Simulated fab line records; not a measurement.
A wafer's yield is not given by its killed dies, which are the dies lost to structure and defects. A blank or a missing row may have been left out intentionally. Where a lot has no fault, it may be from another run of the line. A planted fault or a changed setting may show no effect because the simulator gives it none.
fab line records | flow gf180mcu
record lots=6 | wafers=18 | lastDay=33
route steps=602 shown PASSIVATION@587
lots untouched by any fault: they come from a run of this same line in which no faults occurred
startH: hours from the record's first day to the start of the lot's first wafer shown | waitH: hours elapsed since this lot's preceding step | " identical to the entry in the row above | L1.1+2: a row that stands for several wafers | - value missing, or start not given | * or withheld: withheld | < > ~ a bound
route shown NAME@n: NAME is a module with steps in the file, n the number in the route of the first one | usual: average and standard deviation across the fault-free wafers | same: alike in all rows | chamber/n: place in a boat | sites: per-site readings | _std_site: standard deviation across them | _edge_site: mean of outer sites minus mean of inner sites | radiusMm: how far each site lies from the wafer's centre | mask NAME#n: copy n | behind: the most recent tool/chamber to have shaped the wafer | hold: the reason the lot was held/the length of the hold in hours/how it ended | device: the n, p or np transistor that did not switch | end of line: the tests these same wafers got at the end of their route | a step given without rows: its recipe and nothing more | killed: count of dies lost to structure and defects at first sort (not the wafer's yield) | map: shows each die of a wafer: x if killed, . if not, _ if none is there
set.NAME: setting as actually run; set.NAME@STEP: the setting as run at that earlier step | model.NAME: the simulator's own value behind a step, which no gauge read
lots at some steps of the route; a table a step, a row a wafer
services: from which hour (startH, from the record's first day; less than 0 if before it) a tool's chamber was out of use, for how many hours, and why
## steps
# step GF_PASSIVATION_CVD_00
# recipe material=SiO2 | targetThkNm=1000 | precursor=TEOS | tempC=400 | timeS=111.95 | rfW=600
# usual heaterPowerW=662/91
lot.wafer | tool     | chamber | startH | waitH | heaterPowerW
L142.1    | pecvd-02 | 0       | 651.87 | 0.0   | 708
L142.3    | "        | 2       | "      | "     | 621
L142.6    | "        | 2       | "      | "     | 643
L154.3    | pecvd-04 | 1       | 736.85 | 0.0   | 606
L154.5    | "        | 0       | "      | "     | 565
L154.6    | "        | 1       | "      | "     | 633
L155.4    | pecvd-01 | 1       | 741.32 | 0.0   | 623
L155.5    | "        | 0       | "      | "     | 697
L155.6    | "        | 1       | "      | "     | 495
L156.3    | pecvd-02 | 0       | 747.46 | 0.0   | 707
L156.4    | "        | 1       | "      | "     | 818
L156.5    | "        | 2       | "      | "     | 599
L160.1    | pecvd-02 | 0       | 771.99 | 0.0   | 676
L160.2    | "        | 2       | "      | "     | 667
L160.4    | "        | 1       | "      | "     | 795
L163.1    | pecvd-02 | 2       | 785.69 | 0.0   | 557
L163.2    | "        | 0       | "      | "     | 725
L163.6    | "        | 0       | "      | "     | 567
# step GF_PASSIVATION_THK_MEAS_01
# recipe reads=SiO2_of_PASSIVATION_CVD_00
# usual PASSIVATION_CVD_00_THK=1000/16
lot.wafer | tool         | chamber | startH | waitH | PASSIVATION_CVD_00_THK[nm]
L142.1    | filmMetro-01 | -       | 651.97 | 0.1   | 1011
L142.3    | "            | -       | "      | "     | 999
L142.6    | "            | -       | "      | "     | 1002
L154.3    | filmMetro-01 | -       | 736.95 | 0.1   | 1006
L154.5    | "            | -       | "      | "     | 991
L154.6    | "            | -       | "      | "     | 1019
L155.4    | filmMetro-04 | -       | 741.43 | 0.1   | 1017
L155.5    | "            | -       | "      | "     | 997
L155.6    | "            | -       | "      | "     | 1020
L156.3    | filmMetro-01 | -       | 747.56 | 0.1   | 1014
L156.4    | "            | -       | "      | "     | 1000
L156.5    | "            | -       | "      | "     | 1031
L160.1    | filmMetro-04 | -       | 772.07 | 0.0   | 993
L160.2    | "            | -       | "      | "     | 990
L160.4    | "            | -       | "      | "     | 994
L163.1    | filmMetro-01 | -       | 785.77 | 0.0   | 984
L163.2    | "            | -       | "      | "     | 993
L163.6    | "            | -       | "      | "     | 1010
# step GF_PASSIVATION_CVD_02
# recipe material=Si3N4 | targetThkNm=700 | timeS=486.18 | tempC=400 | rfW=450
# usual heaterPowerW=716/93
lot.wafer | tool     | chamber | startH | waitH | heaterPowerW
L142.1    | pecvd-04 | 2       | 652.03 | 0.1   | 831
L142.3    | "        | 1       | "      | "     | 653
L142.6    | "        | 2       | "      | "     | 910
L154.3    | pecvd-02 | 0       | 736.99 | 0.0   | 727
L154.5    | "        | 1       | "      | "     | 865
L154.6    | "        | 2       | "      | "     | 556
L155.4    | pecvd-04 | 2       | 741.60 | 0.2   | 825
L155.5    | "        | 0       | "      | "     | 619
L155.6    | "        | 1       | "      | "     | 683
L156.3    | pecvd-04 | 2       | 747.60 | 0.0   | 839
L156.4    | "        | 0       | "      | "     | 606
L156.5    | "        | 2       | "      | "     | 867
L160.1    | pecvd-01 | 2       | 772.13 | 0.1   | 672
L160.2    | "        | 1       | "      | "     | 635
L160.4    | "        | 0       | "      | "     | 759
L163.1    | pecvd-04 | 0       | 785.83 | 0.1   | 747
L163.2    | "        | 2       | "      | "     | 819
L163.6    | "        | 1       | "      | "     | 643
# step GF_PASSIVATION_THK_MEAS_03
# recipe reads=Si3N4_of_PASSIVATION_CVD_02
# usual PASSIVATION_CVD_02_THK=701/10
lot.wafer | tool         | chamber | startH | waitH | PASSIVATION_CVD_02_THK[nm]
L142.1    | filmMetro-03 | -       | 652.46 | 0.3   | 695
L142.3    | "            | -       | "      | "     | 705
L142.6    | "            | -       | "      | "     | 706
L154.3    | filmMetro-01 | -       | 737.29 | 0.2   | 691
L154.5    | "            | -       | "      | "     | 710
L154.6    | "            | -       | "      | "     | 703
L155.4    | filmMetro-04 | -       | 741.77 | 0.0   | 711
L155.5    | "            | -       | "      | "     | 700
L155.6    | "            | -       | "      | "     | 695
L156.3    | filmMetro-04 | -       | 747.90 | 0.2   | 710
L156.4    | "            | -       | "      | "     | 697
L156.5    | "            | -       | "      | "     | 714
L160.1    | filmMetro-04 | -       | 772.41 | 0.1   | 712
L160.2    | "            | -       | "      | "     | 691
L160.4    | "            | -       | "      | "     | 700
L163.1    | filmMetro-03 | -       | 786.11 | 0.1   | 694
L163.2    | "            | -       | "      | "     | 702
L163.6    | "            | -       | "      | "     | 701
# step GF_PASSIVATION_DEHYDRATE_04
# recipe tempC=200 | timeS=60
# step GF_PASSIVATION_HMDS_05
# recipe primeTimeS=60 | primeTempC=120
# step GF_PASSIVATION_COAT_06
# recipe spinRpm=2000 | resistThkNm=4000
# step GF_PASSIVATION_SOFTBAKE_07
# recipe tempC=110 | timeS=withheld
# step GF_PASSIVATION_EXPOSE_08
# recipe maskId=Pad | targetCdNm=40000 | na=0.57 | doseMj=310
# step GF_PASSIVATION_PEB_09
# recipe tempC=115 | timeS=withheld
# step GF_PASSIVATION_DEVELOP_10
# recipe developTimeS=60 | devTempC=23
# step GF_PASSIVATION_ETCH_11
# recipe chemistry=CF4/O2 | targetDepthNm=1800 | stopOn=TiN | sourceW=800 | biasW=150 | pressureMtorr=150 | cf4FlowSccm=80 | O2_flow_sccm=10 | timeS=400
# usual O2_flow_sccm=10.002/0.03 | cf4FlowSccm=80.02/0.24 | drypumpMotorCurrentA=6.0/0.46 | oesProductAu=0.963/0.008 | throttleValvePct=5.960/0.0095
lot.wafer | tool       | chamber | startH | waitH | O2_flow_sccm | cf4FlowSccm | drypumpMotorCurrentA | oesProductAu | rfHoursCounterH | throttleValvePct
L142.1    | rieDiel-01 | 0       | 671.77 | -     | 10.092       | 80.11       | 6.2                  | 0.965        | 18              | 5.968
L142.3    | "          | 2       | "      | "     | 9.980        | 79.75       | 6.6                  | 0.961        | 51              | 5.962
L142.6    | "          | 3       | "      | "     | 10.016       | 79.84       | 6.5                  | 0.972        | -               | 5.961
L154.3    | rieDiel-01 | 3       | 753.66 | -     | 9.997        | 79.97       | 6.5                  | 0.957        | 17              | 5.948
L154.5    | "          | 3       | "      | "     | 10.025       | 79.67       | 6.5                  | 0.959        | -               | 5.950
L154.6    | "          | 0       | "      | "     | 9.961        | 80.30       | 6.2                  | 0.959        | -               | 5.977
L155.4    | rieDiel-04 | 3       | 758.01 | -     | 9.956        | 80.15       | 5.2                  | 0.971        | 24              | 5.958
L155.5    | "          | 3       | "      | "     | 9.978        | 80.24       | 5.2                  | 0.958        | -               | 5.964
L155.6    | "          | 0       | "      | "     | 10.028       | 80.11       | 5.2                  | 0.970        | -               | 5.966
L156.3    | rieDiel-01 | 0       | 763.61 | -     | 9.995        | 79.81       | 6.2                  | 0.970        | 23              | 5.955
L156.4    | "          | 2       | "      | "     | 10.037       | 80.01       | 6.6                  | 0.964        | 0               | 5.949
L156.5    | "          | 1       | "      | "     | 10.021       | 80.19       | 6.3                  | 0.974        | -               | 5.965
L160.1    | rieDiel-02 | 3       | 787.96 | -     | 10.031       | 80.08       | 5.7                  | 0.968        | 21              | 5.983
L160.2    | "          | 2       | "      | "     | 9.940        | 80.08       | 5.9                  | 0.953        | 26              | 5.960
L160.4    | "          | 0       | "      | "     | 9.997        | 79.95       | 5.7                  | 0.968        | 18              | 5.956
L163.1    | rieDiel-01 | 1       | 800.51 | -     | 9.987        | 80.43       | 6.3                  | 0.956        | 5               | 5.949
L163.2    | "          | 2       | "      | "     | 9.986        | 80.21       | 6.6                  | 0.964        | 2               | 5.969
L163.6    | "          | 2       | "      | "     | 9.982        | 79.96       | 6.6                  | 0.969        | -               | 5.967
# step GF_PASSIVATION_STRIP_12
# recipe chemistry=O2/N2 | powerW=1400 | pressureMtorr=1500 | platenTempC=250 | o2FlowSccm=3000 | n2FlowSccm=300 | overashFraction=0.5
# usual chamberPressureMTorr=1500.1/1.4 | drypumpMotorCurrentA=5.7/0.37 | heaterPowerW=329/34 | oesProductAu=0.719/0.0046 | stripTimeToEndpointS=34.7/0.37
lot.wafer | tool           | chamber | startH | waitH | chamberPressureMTorr | drypumpMotorCurrentA | heaterPowerW | oesProductAu | rfHoursCounterH | stripTimeToEndpointS | model.coat_of_PASSIVATION_COAT_06.thkNm
L142.1    | plasmaAsher-02 | 0       | 672.00 | 0.1   | 1500.5               | 5.7                  | 277          | 0.719        | 109             | 35.3                 | 0
L142.3    | "              | 1       | "      | "     | 1498.6               | 5.8                  | 343          | 0.717        | -               | 34.9                 | 0
L142.6    | "              | 1       | "      | "     | 1499.5               | 5.8                  | 340          | 0.724        | -               | 34.6                 | 0
L154.3    | plasmaAsher-01 | 1       | 753.93 | 0.2   | -                    | -                    | -            | -            | -               | -                    | 2778
L154.5    | "              | 0       | "      | "     | -                    | -                    | -            | -            | -               | -                    | 2805
L154.6    | "              | 1       | "      | "     | -                    | -                    | -            | -            | -               | -                    | 2843
L155.4    | plasmaAsher-02 | 1       | 758.28 | 0.2   | -                    | -                    | -            | -            | -               | -                    | 2820
L155.5    | "              | 1       | "      | "     | -                    | -                    | -            | -            | -               | -                    | 2824
L155.6    | "              | 0       | "      | "     | -                    | -                    | -            | -            | -               | -                    | 2823
L156.3    | plasmaAsher-04 | 1       | 763.89 | 0.2   | 1500.3               | 4.9                  | 333          | 0.723        | -               | 35.3                 | 0
L156.4    | "              | 0       | "      | "     | 1498.8               | 5.5                  | 391          | 0.720        | -               | 35.1                 | 0
L156.5    | "              | 1       | "      | "     | 1501.1               | 4.9                  | 325          | 0.725        | -               | 35.1                 | 0
L160.1    | plasmaAsher-04 | 1       | 788.20 | 0.1   | 1499.7               | 4.9                  | 336          | 0.708        | 99              | 34.1                 | 0
L160.2    | "              | 0       | "      | "     | 1500.5               | 5.5                  | 388          | 0.723        | 99              | 34.8                 | 0
L160.4    | "              | 1       | "      | "     | 1501.9               | 4.9                  | 334          | 0.718        | -               | 34.7                 | 0
L163.1    | plasmaAsher-01 | 0       | 800.75 | 0.1   | 1499.4               | 5.9                  | 330          | 0.722        | 40              | 34.7                 | 0
L163.2    | "              | 1       | "      | "     | 1499.8               | 6.0                  | 299          | 0.724        | 40              | 34.9                 | 0
L163.6    | "              | 1       | "      | "     | 1500.3               | 6.0                  | 289          | 0.714        | -               | 34.6                 | 0
# step GF_PASSIVATION_ANNEAL_13
# recipe tempC=400 | timeS=1800 | ambient=N2/H2 | idleTempC=300 | rampUpCPerMin=10 | rampDownCPerMin=3
# step GF_PASSIVATION_BOW_MEAS_14
# recipe mode=bow
# usual PASSIVATION_BOW=135/10
lot.wafer | tool         | chamber | startH | waitH | hold                    | PASSIVATION_BOW[um]
L142.1    | filmMetro-04 | -       | 673.63 | 0.0   | -                       | 145
L142.3    | "            | -       | "      | "     | -                       | 136
L142.6    | "            | -       | "      | "     | -                       | 114
L154.3    | filmMetro-01 | -       | 755.54 | 0.0   | awaitDispo/0.2h/release | 107
L154.5    | "            | -       | "      | "     | awaitDispo/0.2h/release | 110
L154.6    | "            | -       | "      | "     | awaitDispo/0.2h/release | 118
L154.3    | filmMetro-01 | -       | 755.84 | 0.3   | -                       | -
L154.5    | "            | -       | "      | "     | -                       | -
L154.6    | "            | -       | "      | "     | -                       | -
L155.4    | filmMetro-03 | -       | 759.91 | 0.1   | -                       | 118
L155.5    | "            | -       | "      | "     | -                       | 113
L155.6    | "            | -       | "      | "     | -                       | 127
L156.3    | filmMetro-03 | -       | 765.49 | 0.0   | -                       | 145
L156.4    | "            | -       | "      | "     | -                       | 155
L156.5    | "            | -       | "      | "     | -                       | 153
L160.1    | filmMetro-03 | -       | 789.80 | 0.0   | -                       | 152
L160.2    | "            | -       | "      | "     | -                       | 147
L160.4    | "            | -       | "      | "     | -                       | 145
L163.1    | filmMetro-03 | -       | 802.35 | 0.0   | -                       | 126
L163.2    | "            | -       | "      | "     | -                       | 145
L163.6    | "            | -       | "      | "     | -                       | 144
## services
tool           | chamber | startH | hours | kind
rieDiel-01     | -       | 630.71 | 0.2   | repair
rieDiel-04     | 0       | 630.93 | 14.2  | repair
pecvd-04       | 0       | 647.29 | 16.4  | repair
rieDiel-01     | 1       | 647.79 | -     | clean
rieDiel-01     | 1       | 647.79 | 21.2  | scheduledDown
rieDiel-01     | 1       | 647.79 | 21.2  | ventCycle
plasmaAsher-04 | -       | 669.65 | 14.6  | pm
rieDiel-01     | -       | 679.67 | 2.8   | pm
plasmaAsher-01 | -       | 687.12 | 4.0   | repair
pecvd-04       | -       | 695.07 | 0.5   | repair
rieDiel-04     | 3       | 696.21 | 1.4   | repair
plasmaAsher-02 | -       | 721.90 | 1.6   | repair
plasmaAsher-02 | -       | 733.75 | 9.0   | pm
plasmaAsher-02 | 0       | 733.75 | 12.4  | ventCycle
plasmaAsher-02 | 1       | 733.75 | 12.4  | ventCycle
rieDiel-01     | 2       | 739.93 | -     | clean
rieDiel-01     | 2       | 739.93 | 21.8  | scheduledDown
rieDiel-01     | 2       | 739.93 | 21.8  | ventCycle
rieDiel-02     | 1       | 741.19 | 8.0   | repair
plasmaAsher-02 | -       | 742.35 | 3.8   | repair
plasmaAsher-02 | 0       | 742.75 | -     | clean
pecvd-01       | 1       | 761.75 | 4.9   | repair
pecvd-04       | -       | 786.21 | 1.7   | repair
pecvd-01       | -       | 799.38 | 14.0  | pm
## key
firstSign step=GF_PASSIVATION_STRIP_12 | reading=toolRecord | direction=missing
effect step=GF_PASSIVATION_BOW_MEAS_14 | reading=visit | direction=added
modelEffect step=GF_PASSIVATION_STRIP_12 | value=coat_of_PASSIVATION_COAT_06.thkNm | without=0 | struck=2815
metAt GF_PASSIVATION_STRIP_12
struckWafers L154.3,L154.5,L154.6,L155.4,L155.5,L155.6
laterRowsLeftOut L154.3,L154.5,L154.6,L155.4,L155.5,L155.6
sortLeftOut L154.3,L154.5,L154.6,L155.4,L155.5,L155.6
onsetBetween 672.00 753.93
fault kind=skippedStepWhole | tool=plasmaAsher-01,plasmaAsher-02 | chamber=- | onsetH=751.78 | steps=GF_PASSIVATION_STRIP_12 | scope=struckLotsOnly
# sortLeftOut: the simulated sort isn't trusted on such a fault, so these wafers' sort isn't shown, and their yield isn't known
# laterRowsLeftOut: the simulator's readings of these wafers behind a module that went badly wrong aren't trusted and aren't shown, but for the sort
